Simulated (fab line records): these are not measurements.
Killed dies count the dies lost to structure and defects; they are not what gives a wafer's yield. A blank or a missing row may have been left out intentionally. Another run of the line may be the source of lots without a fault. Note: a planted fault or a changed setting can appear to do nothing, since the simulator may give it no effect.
fab line records	flow gf180mcu	part 1 of 2: steps 1 to 30 of 44
record lots=5	wafers=15	last_day=32
route steps=602 shown VT_IMPLANT@109 MVSD@136 NWELL@137 LVPWELL@138 MVPSD@139 DUAL_GATE@141
lots that met no fault: from a run of the same line without faults
start_h: the number of hours between the record's first day and the start of the first shown wafer of the lot	wait_h: hours elapsed since this lot's preceding step	" as in the row above	L1.1+2: a single row standing in for several wafers	- no value, or no start was given	* or withheld: withheld	< > ~ a bound
route shown NAME@n: a module of which the file shows steps, and the number in the route of the first	usual: mean/standard deviation taken from wafers without a fault	same: alike in all rows	chamber/n: place in a boat	sites: the reading at each site	_std_site: the values' standard deviation	_edge_site: inner sites' mean taken away from outer sites' mean	radius_mm: how far each site lies from the wafer's centre	mask NAME#n: copy n	behind: the tool/chamber that last shaped the wafer	hold: what put the lot on hold/how long, in hours/how the hold closed	device: the transistor (n, p or np) that didn't switch	end of line: at the end of the route, the tests of the same wafers	where a step has no rows: the recipe by itself	killed: the dies lost at the first sort to structure and to defects; this is not the yield of the wafer	map: the dies of a wafer, with x for killed, . for not killed, _ for no die there
set.NAME: setting as actually run; set.NAME@STEP: the setting as run at that earlier step	model.NAME: the simulator's own value behind a step, which no gauge read
a table for each step, a row for each wafer; lots at some steps of the route
services: a tool's chamber out of use, with start hour (start_h, from the record's first day; less than 0 if before it), hours out, and reason
## steps
# step GF_VT_IMPLANT_IMPLANT_19
# recipe species=As	energy_kev=100	dose_cm2=4.35e+12	tilt_deg=7
lot.wafer	tool	chamber	start_h	wait_h
L074.2+3+4	implanter-02	0	128.14	0.0
L080.1+3+4	implanter-02	0	163.16	0.0
L086.1+2+3	implanter-02	0	202.14	0.0
L087.2+5+6	implanter-02	0	209.14	0.0
L090.1+2+3	implanter-02	0	225.46	0.0
# step GF_VT_IMPLANT_STRIP_20
# recipe chemistry=O2/N2	power_w=1400	pressure_mtorr=1500	platen_temp_c=250	o2_flow_sccm=3000	n2_flow_sccm=300	overash_fraction=0.5
# usual drypump_motor_current_A=5.8/0.63	heater_power_w=348/34	oes_product_au=0.716/0.0043	strip_time_to_endpoint_s=12.630/0.03
lot.wafer	tool	chamber	start_h	wait_h	drypump_motor_current_A	heater_power_w	oes_product_au	rf_hours_counter_h	strip_time_to_endpoint_s
L074.2	plasma_asher-04	1	128.26	0.1	6.1	387	0.719	47	12.628
L074.3	"	0	"	"	6.1	351	0.714	-	12.661
L074.4	"	1	"	"	6.1	385	0.718	-	12.635
L080.1	plasma_asher-04	0	163.31	0.1	6.1	347	0.724	50	12.628
L080.3	"	0	"	"	6.1	345	0.716	-	12.628
L080.4	"	1	"	"	6.1	390	0.707	-	12.651
L086.1	plasma_asher-02	1	202.29	0.1	5.4	345	0.708	10	12.646
L086.2	"	0	"	"	6.7	322	0.716	10	12.639
L086.3	"	0	"	"	6.7	326	0.720	-	12.680
L087.2	plasma_asher-04	1	209.26	0.1	6.1	401	0.715	55	12.676
L087.5	"	0	"	"	6.1	340	0.722	-	12.672
L087.6	"	1	"	"	6.1	402	0.715	-	12.681
L090.1	plasma_asher-04	1	225.61	0.1	6.1	400	0.717	57	12.656
L090.2	"	0	"	"	6.1	355	0.720	57	12.636
L090.3	"	0	"	"	6.1	348	0.712	-	12.631
# step GF_VT_IMPLANT_TW_MEAS_21
# usual VT_IMPLANT_2_TW=1217/11
lot.wafer	tool	chamber	start_h	wait_h	VT_IMPLANT_2_TW
L074.2	film_metro-04	-	128.37	0.1	1224
L074.3	"	-	"	"	1213
L074.4	"	-	"	"	1217
L080.1	film_metro-04	-	163.41	0.1	1226
L080.3	"	-	"	"	1229
L080.4	"	-	"	"	1232
L086.1	film_metro-02	-	202.39	0.1	1220
L086.2	"	-	"	"	1218
L086.3	"	-	"	"	1219
L087.2	film_metro-03	-	209.37	0.1	1201
L087.5	"	-	"	"	1205
L087.6	"	-	"	"	1199
L090.1	film_metro-02	-	225.71	0.1	1219
L090.2	"	-	"	"	1221
L090.3	"	-	"	"	1219
# step GF_VT_IMPLANT_DEHYDRATE_22
# recipe temp_c=200	time_s=60
lot.wafer	tool	chamber	start_h	wait_h
L074.2+3+4	litho_track-02	0	135.50	7.1
L080.1+3+4	litho_track-02	0	170.27	6.9
L086.1+2+3	litho_track-03	0	210.30	7.9
L087.2+5+6	litho_track-03	0	217.68	8.3
L090.1+2+3	litho_track-02	0	234.02	8.3
# step GF_VT_IMPLANT_HMDS_23
# recipe prime_time_s=60	prime_temp_c=120
lot.wafer	tool	chamber	start_h	wait_h
L074.2+3+4	litho_track-02	0	135.65	0.1
L080.1+3+4	litho_track-02	0	170.42	0.1
L086.1+2+3	litho_track-03	0	210.45	0.1
L087.2+5+6	litho_track-03	0	217.83	0.1
L090.1+2+3	litho_track-02	0	234.17	0.1
# step GF_VT_IMPLANT_COAT_24
# recipe resist=NOVOLAK	spin_rpm=3000	resist_thk_nm=1000
lot.wafer	tool	chamber	start_h	wait_h
L074.2+3+4	litho_track-02	0	135.80	0.1
L080.1+3+4	litho_track-02	0	170.57	0.1
L086.1+2+3	litho_track-03	0	210.60	0.1
L087.2+5+6	litho_track-03	0	217.98	0.1
L090.1+2+3	litho_track-02	0	234.32	0.1
# step GF_VT_IMPLANT_SOFTBAKE_25
# recipe temp_c=90	time_s=60	resist=NOVOLAK
lot.wafer	tool	chamber	start_h	wait_h
L074.2+3+4	litho_track-02	0	135.95	0.1
L080.1+3+4	litho_track-02	0	170.72	0.1
L086.1+2+3	litho_track-03	0	210.75	0.1
L087.2+5+6	litho_track-03	0	218.13	0.1
L090.1+2+3	litho_track-02	0	234.47	0.1
# step GF_VT_IMPLANT_EXPOSE_26
# recipe mask_id=LVPWELL_HV_AREA	target_cd_nm=860	na=0.6	source_shape=conventional	sigma_outer=0.6	dose_mj=140
# usual exposure_dose_mJ_cm2=139.99/0.15	stage_vel_mm_s=499.96/0.27
lot.wafer	tool	chamber	start_h	wait_h	mask	exposure_dose_mJ_cm2	stage_vel_mm_s
L074.2	iline_stepper-01	0	-	-	LVPWELL_HV_AREA#0	139.85	499.93
L074.3	"	0	"	"	LVPWELL_HV_AREA#0	139.92	500.05
L074.4	"	0	"	"	LVPWELL_HV_AREA#0	139.84	500.30
L080.1	iline_stepper-01	0	-	-	LVPWELL_HV_AREA#0	140.21	500.18
L080.3	"	0	"	"	LVPWELL_HV_AREA#0	139.96	499.44
L080.4	"	0	"	"	LVPWELL_HV_AREA#0	140.14	499.79
L086.1	iline_stepper-02	0	-	-	LVPWELL_HV_AREA#0	139.87	500.14
L086.2	"	0	"	"	LVPWELL_HV_AREA#0	139.87	500.01
L086.3	"	0	"	"	LVPWELL_HV_AREA#0	139.92	499.84
L087.2	iline_stepper-02	0	-	-	LVPWELL_HV_AREA#0	139.95	499.87
L087.5	"	0	"	"	LVPWELL_HV_AREA#0	140.07	500.10
L087.6	"	0	"	"	LVPWELL_HV_AREA#0	140.03	500.04
L090.1	iline_stepper-02	0	-	-	LVPWELL_HV_AREA#0	139.86	499.93
L090.2	"	0	"	"	LVPWELL_HV_AREA#0	139.99	500.29
L090.3	"	0	"	"	LVPWELL_HV_AREA#0	140.10	500.13
# step GF_VT_IMPLANT_PEB_27
# recipe temp_c=withheld	time_s=*	resist=NOVOLAK
lot.wafer	tool	chamber	start_h	wait_h
L074.2+3+4	litho_track-03	0	-	-
L080.1+3+4	litho_track-03	0	-	-
L086.1+2+3	litho_track-03	0	-	-
L087.2+5+6	litho_track-02	0	-	-
L090.1+2+3	litho_track-03	0	-	-
# step GF_VT_IMPLANT_DEVELOP_28
# recipe develop_time_s=60	dev_temp_c=23
lot.wafer	tool	chamber	start_h	wait_h
L074.2+3+4	litho_track-03	0	143.23	0.1
L080.1+3+4	litho_track-03	0	179.10	0.1
L086.1+2+3	litho_track-03	0	219.30	0.1
L087.2+5+6	litho_track-02	0	226.60	0.1
L090.1+2+3	litho_track-03	0	243.25	0.1
# step GF_VT_IMPLANT_OVL_MEAS_29
# usual VT_IMPLANT_02_OVL=0.3/1.6
lot.wafer	tool	chamber	start_h	wait_h	VT_IMPLANT_02_OVL[nm]
L074.2	overlay-01	-	143.36	0.1	-0.1
L074.3	"	-	"	"	-1.3
L074.4	"	-	"	"	-0.5
L080.1	overlay-01	-	179.25	0.1	-2.3
L080.3	"	-	"	"	-1.8
L080.4	"	-	"	"	-2.0
L086.1	overlay-02	-	219.45	0.1	3.5
L086.2	"	-	"	"	3.0
L086.3	"	-	"	"	2.8
L087.2	overlay-01	-	226.73	0.1	0.3
L087.5	"	-	"	"	0.8
L087.6	"	-	"	"	1.3
L090.1	overlay-01	-	243.40	0.1	2.7
L090.2	"	-	"	"	-0.1
L090.3	"	-	"	"	0.7
# step GF_VT_IMPLANT_IMPLANT_30
# recipe species=B	energy_kev=25	dose_cm2=2.534e+12	tilt_deg=7
lot.wafer	tool	chamber	start_h	wait_h
L074.2+3+4	implanter-01	0	143.41	0.0
L080.1+3+4	implanter-02	0	179.29	0.0
L086.1+2+3	implanter-02	0	219.49	0.0
L087.2+5+6	implanter-02	0	226.79	0.0
L090.1+2+3	implanter-02	0	243.44	0.0
# step GF_VT_IMPLANT_STRIP_31
# recipe chemistry=O2/N2	power_w=1400	pressure_mtorr=1500	platen_temp_c=250	o2_flow_sccm=3000	n2_flow_sccm=300	overash_fraction=0.5
# usual drypump_motor_current_A=5.5/0.74	heater_power_w=333/34	oes_product_au=0.716/0.0047	strip_time_to_endpoint_s=12.63/0.037
lot.wafer	tool	chamber	start_h	wait_h	drypump_motor_current_A	heater_power_w	oes_product_au	rf_hours_counter_h	strip_time_to_endpoint_s
L074.2	plasma_asher-02	1	143.54	0.1	5.4	349	0.721	3	12.64
L074.3	"	1	"	"	5.4	346	0.711	-	12.66
L074.4	"	0	"	"	6.7	330	0.708	-	12.67
L080.1	plasma_asher-03	1	179.44	0.1	4.7	367	0.723	54	12.65
L080.3	"	0	"	"	5.2	282	0.714	-	12.64
L080.4	"	1	"	"	4.6	369	0.711	-	12.65
L086.1	plasma_asher-02	1	219.64	0.1	5.4	347	0.717	12	12.64
L086.2	"	0	"	"	6.7	312	0.712	12	12.65
L086.3	"	0	"	"	6.7	336	0.721	-	12.66
L087.2	plasma_asher-02	0	226.91	0.1	6.7	328	0.717	12	12.60
L087.5	"	1	"	"	5.4	342	0.713	-	12.61
L087.6	"	0	"	"	6.8	319	0.718	-	12.59
L090.1	plasma_asher-04	0	243.59	0.1	6.1	352	0.716	59	12.65
L090.2	"	1	"	"	6.1	397	0.714	59	12.66
L090.3	"	1	"	"	6.1	388	0.712	-	12.72
# step GF_VT_IMPLANT_TW_MEAS_32
# usual VT_IMPLANT_3_TW=269.3/2.2
lot.wafer	tool	chamber	start_h	wait_h	VT_IMPLANT_3_TW
L074.2	film_metro-04	-	143.65	0.1	271.2
L074.3	"	-	"	"	270.6
L074.4	"	-	"	"	271.4
L080.1	film_metro-04	-	179.54	0.1	270.6
L080.3	"	-	"	"	270.6
L080.4	"	-	"	"	271.3
L086.1	film_metro-04	-	219.74	0.1	272.5
L086.2	"	-	"	"	272.5
L086.3	"	-	"	"	272.5
L087.2	film_metro-02	-	227.02	0.1	270.7
L087.5	"	-	"	"	269.9
L087.6	"	-	"	"	268.9
L090.1	film_metro-04	-	243.69	0.1	270.8
L090.2	"	-	"	"	269.8
L090.3	"	-	"	"	270.1
# step GF_VT_IMPLANT_DEHYDRATE_33
# recipe temp_c=200	time_s=60
lot.wafer	tool	chamber	start_h	wait_h
L074.2+3+4	litho_track-03	0	150.88	7.2
L080.1+3+4	litho_track-04	0	187.26	7.7
L086.1+2+3	litho_track-02	0	227.82	8.1
L087.2+5+6	litho_track-03	0	235.83	8.8
L090.1+2+3	litho_track-02	0	252.62	8.9
# step GF_VT_IMPLANT_HMDS_34
# recipe prime_time_s=60	prime_temp_c=120
lot.wafer	tool	chamber	start_h	wait_h
L074.2+3+4	litho_track-03	0	151.03	0.1
L080.1+3+4	litho_track-04	0	187.41	0.1
L086.1+2+3	litho_track-02	0	227.97	0.1
L087.2+5+6	litho_track-03	0	235.98	0.1
L090.1+2+3	litho_track-02	0	252.77	0.1
# step GF_VT_IMPLANT_COAT_35
# recipe resist=NOVOLAK	spin_rpm=3000	resist_thk_nm=1000
lot.wafer	tool	chamber	start_h	wait_h
L074.2+3+4	litho_track-03	0	151.18	0.1
L080.1+3+4	litho_track-04	0	187.56	0.1
L086.1+2+3	litho_track-02	0	228.12	0.1
L087.2+5+6	litho_track-03	0	236.13	0.1
L090.1+2+3	litho_track-02	0	252.92	0.1
# step GF_VT_IMPLANT_SOFTBAKE_36
# recipe temp_c=90	time_s=57.2	resist=NOVOLAK
lot.wafer	tool	chamber	start_h	wait_h
L074.2+3+4	litho_track-03	0	151.33	0.1
L080.1+3+4	litho_track-04	0	187.71	0.1
L086.1+2+3	litho_track-02	0	228.27	0.1
L087.2+5+6	litho_track-03	0	236.28	0.1
L090.1+2+3	litho_track-02	0	253.07	0.1
# step GF_VT_IMPLANT_EXPOSE_37
# recipe mask_id=Nwell_HV_AREA	target_cd_nm=860	na=0.6	source_shape=conventional	sigma_outer=0.6	dose_mj=140
# usual exposure_dose_mJ_cm2=140.02/0.15	stage_vel_mm_s=500.03/0.23
lot.wafer	tool	chamber	start_h	wait_h	mask	exposure_dose_mJ_cm2	stage_vel_mm_s
L074.2	iline_stepper-02	0	-	-	Nwell_HV_AREA#0	139.79	500.37
L074.3	"	0	"	"	Nwell_HV_AREA#0	139.93	499.95
L074.4	"	0	"	"	Nwell_HV_AREA#0	140.08	499.84
L080.1	iline_stepper-01	0	-	-	Nwell_HV_AREA#0	140.22	499.85
L080.3	"	0	"	"	Nwell_HV_AREA#0	140.09	499.89
L080.4	"	0	"	"	Nwell_HV_AREA#0	140.31	499.75
L086.1	iline_stepper-01	0	-	-	Nwell_HV_AREA#0	140.35	500.31
L086.2	"	0	"	"	Nwell_HV_AREA#0	140.03	500.19
L086.3	"	0	"	"	Nwell_HV_AREA#0	140.15	500.31
L087.2	iline_stepper-01	0	-	-	Nwell_HV_AREA#0	139.91	500.32
L087.5	"	0	"	"	Nwell_HV_AREA#0	140.02	499.91
L087.6	"	0	"	"	Nwell_HV_AREA#0	140.17	500.19
L090.1	iline_stepper-01	0	-	-	Nwell_HV_AREA#0	139.99	499.85
L090.2	"	0	"	"	Nwell_HV_AREA#0	140.04	499.93
L090.3	"	0	"	"	Nwell_HV_AREA#0	140.02	500.10
# step GF_VT_IMPLANT_PEB_38
# recipe temp_c=withheld	time_s=*	resist=NOVOLAK
lot.wafer	tool	chamber	start_h	wait_h
L074.2+3+4	litho_track-03	0	-	-
L080.1+3+4	litho_track-04	0	-	-
L086.1+2+3	litho_track-03	0	-	-
L087.2+5+6	litho_track-02	0	-	-
L090.1+2+3	litho_track-02	0	-	-
# step GF_VT_IMPLANT_DEVELOP_39
# recipe develop_time_s=60	dev_temp_c=23
lot.wafer	tool	chamber	start_h	wait_h
L074.2+3+4	litho_track-03	0	158.93	0.1
L080.1+3+4	litho_track-04	0	196.31	0.1
L086.1+2+3	litho_track-03	0	237.15	0.1
L087.2+5+6	litho_track-02	0	245.40	0.1
L090.1+2+3	litho_track-02	0	261.72	0.1
# step GF_VT_IMPLANT_OVL_MEAS_40
# usual VT_IMPLANT_03_OVL=0.5/1.2
lot.wafer	tool	chamber	start_h	wait_h	VT_IMPLANT_03_OVL[nm]
L074.2	overlay-01	-	159.06	0.1	-0.9
L074.3	"	-	"	"	-2.4
L074.4	"	-	"	"	-1.4
L080.1	overlay-01	-	196.46	0.1	-0.4
L080.3	"	-	"	"	-0.4
L080.4	"	-	"	"	-0.5
L086.1	overlay-02	-	237.30	0.1	0.2
L086.2	"	-	"	"	0.9
L086.3	"	-	"	"	1.8
L087.2	overlay-01	-	245.53	0.1	1.0
L087.5	"	-	"	"	1.2
L087.6	"	-	"	"	0.7
L090.1	overlay-01	-	261.87	0.1	-0.5
L090.2	"	-	"	"	-0.3
L090.3	"	-	"	"	0.5
# step GF_VT_IMPLANT_IMPLANT_41
# recipe species=As	energy_kev=70	dose_cm2=1.013e+12	tilt_deg=7
lot.wafer	tool	chamber	start_h	wait_h
L074.2+3+4	implanter-02	0	159.11	0.0
L080.1+3+4	implanter-01	0	196.49	0.0
L086.1+2+3	implanter-01	0	237.34	0.0
L087.2+5+6	implanter-01	0	245.58	0.0
L090.1+2+3	implanter-03	0	261.91	0.0
# step GF_VT_IMPLANT_STRIP_42
# recipe chemistry=O2/N2	power_w=1400	pressure_mtorr=1500	platen_temp_c=250	o2_flow_sccm=3000	n2_flow_sccm=300	overash_fraction=0.5
# usual drypump_motor_current_A=5.9/0.66	heater_power_w=343/29	oes_product_au=0.715/0.0044	strip_time_to_endpoint_s=12.64/0.034
lot.wafer	tool	chamber	start_h	wait_h	drypump_motor_current_A	heater_power_w	oes_product_au	rf_hours_counter_h	strip_time_to_endpoint_s
L074.2	plasma_asher-02	1	159.24	0.1	5.4	345	0.724	4	12.68
L074.3	"	1	"	"	5.4	339	0.714	-	12.66
L074.4	"	0	"	"	6.8	330	0.715	-	12.65
L080.1	plasma_asher-02	1	196.64	0.1	5.5	331	0.715	9	12.59
L080.3	"	1	"	"	5.5	351	0.718	-	12.60
L080.4	"	0	"	"	6.7	326	0.722	-	12.64
L086.1	plasma_asher-02	0	237.49	0.1	6.7	327	0.712	13	12.63
L086.2	"	1	"	"	5.5	344	0.710	13	12.65
L086.3	"	0	"	"	6.7	325	0.710	-	12.64
L087.2	plasma_asher-02	0	245.71	0.1	6.7	326	0.715	14	12.63
L087.5	"	1	"	"	5.4	345	0.709	-	12.62
L087.6	"	0	"	"	6.7	317	0.715	-	12.61
L090.1	plasma_asher-02	0	262.06	0.1	6.8	327	0.714	16	12.57
L090.2	"	1	"	"	5.5	341	0.720	16	12.57
L090.3	"	0	"	"	6.8	328	0.709	-	12.58
# step GF_VT_IMPLANT_TW_MEAS_43
# usual VT_IMPLANT_4_TW=691/7.4
lot.wafer	tool	chamber	start_h	wait_h	VT_IMPLANT_4_TW
L074.2	film_metro-04	-	159.35	0.1	704
L074.3	"	-	"	"	696
L074.4	"	-	"	"	701
L080.1	film_metro-02	-	196.74	0.1	693
L080.3	"	-	"	"	690
L080.4	"	-	"	"	694
L086.1	film_metro-04	-	237.59	0.1	704
L086.2	"	-	"	"	705
L086.3	"	-	"	"	704
L087.2	film_metro-04	-	245.82	0.1	696
L087.5	"	-	"	"	699
L087.6	"	-	"	"	694
L090.1	film_metro-04	-	262.16	0.1	695
L090.2	"	-	"	"	697
L090.3	"	-	"	"	698
# step GF_VT_IMPLANT_CLEAN_44
# recipe chemistry=SC1/SC2	mix=1:4:20	temp_c=70	time_s=150	dry=n2_spin
lot.wafer	tool	chamber	start_h	wait_h
L074.2+3+4	wet_bench-04	0	159.40	0.0
L080.1+3+4	wet_bench-02	1	196.80	0.1
L086.1+2+3	wet_bench-02	0	237.65	0.1
L087.2+5+6	wet_bench-02	3	245.87	0.0
L090.1+2+3	wet_bench-04	1	262.22	0.1
# step GF_VT_IMPLANT_RTA_45
# recipe temp_c=1050	time_s=30	ambient=N2
# usual lamp_power_pct=34.2/2.5	wafer_temp_C_max=1053.7/0.92
lot.wafer	tool	chamber	start_h	wait_h	lamp_power_pct	wafer_temp_C_max
L074.2	rtp_anneal-02	0	159.47	0.0	36.7	1053.9
L074.3	"	0	"	"	36.7	1054.0
L074.4	"	0	"	"	36.8	1053.5
L080.1	rtp_anneal-01	0	196.85	0.0	31.7	1052.6
L080.3	"	0	"	"	31.6	1054.6
L080.4	"	0	"	"	31.7	1054.3
L086.1	rtp_anneal-02	0	237.71	0.0	36.7	1052.7
L086.2	"	0	"	"	36.8	1051.9
L086.3	"	0	"	"	36.7	1054.0
L087.2	rtp_anneal-02	0	245.94	0.0	36.8	1054.0
L087.5	"	0	"	"	36.7	1053.4
L087.6	"	0	"	"	36.7	1053.6
L090.1	rtp_anneal-01	0	262.27	0.0	31.7	1053.9
L090.2	"	0	"	"	31.6	1054.4
L090.3	"	0	"	"	31.7	1053.8
# step GF_VT_IMPLANT_RS_MEAS_46
# recipe thk_meas_gauge=four-point-probe
# usual MVSD_RS=456.4/1.2
lot.wafer	tool	chamber	start_h	wait_h	MVSD_RS[ohm/sq]
L074.2	film_metro-03	-	159.57	0.1	456.5
L074.3	"	-	"	"	457.0
L074.4	"	-	"	"	456.9
L080.1	film_metro-01	-	196.95	0.1	456.7
L080.3	"	-	"	"	457.5
L080.4	"	-	"	"	457.6
L086.1	film_metro-01	-	237.81	0.1	456.5
L086.2	"	-	"	"	457.5
L086.3	"	-	"	"	457.3
L087.2	film_metro-02	-	246.04	0.1	455.6
L087.5	"	-	"	"	454.9
L087.6	"	-	"	"	454.7
L090.1	film_metro-02	-	262.37	0.1	457.0
L090.2	"	-	"	"	457.6
L090.3	"	-	"	"	457.6
# step GF_VT_IMPLANT_RS_MEAS_47
# recipe thk_meas_gauge=four-point-probe
# usual NWELL_RS=487.6/1.4
lot.wafer	tool	chamber	start_h	wait_h	NWELL_RS[ohm/sq]
L074.2	film_metro-03	-	159.69	0.1	488.5
L074.3	"	-	"	"	487.7
L074.4	"	-	"	"	488.4
L080.1	film_metro-01	-	197.07	0.1	486.9
L080.3	"	-	"	"	487.7
L080.4	"	-	"	"	487.0
L086.1	film_metro-01	-	237.93	0.1	486.9
L086.2	"	-	"	"	488.7
L086.3	"	-	"	"	488.4
L087.2	film_metro-02	-	246.16	0.1	490.7
L087.5	"	-	"	"	489.0
L087.6	"	-	"	"	488.4
L090.1	film_metro-02	-	262.49	0.1	486.8
L090.2	"	-	"	"	486.1
L090.3	"	-	"	"	486.8
# step GF_VT_IMPLANT_RS_MEAS_48
# recipe thk_meas_gauge=four-point-probe
# usual LVPWELL_RS=1196/3.1
lot.wafer	tool	chamber	start_h	wait_h	LVPWELL_RS[ohm/sq]
L074.2	film_metro-03	-	159.81	0.1	1196
L074.3	"	-	"	"	1192
L074.4	"	-	"	"	1193
L080.1	film_metro-01	-	197.19	0.1	1196
L080.3	"	-	"	"	1200
L080.4	"	-	"	"	1198
L086.1	film_metro-01	-	238.05	0.1	1199
L086.2	"	-	"	"	1199
L086.3	"	-	"	"	1198
L087.2	film_metro-02	-	246.28	0.1	1192
L087.5	"	-	"	"	1195
L087.6	"	-	"	"	1198
L090.1	film_metro-02	-	262.61	0.1	1196
L090.2	"	-	"	"	1197
L090.3	"	-	"	"	1196
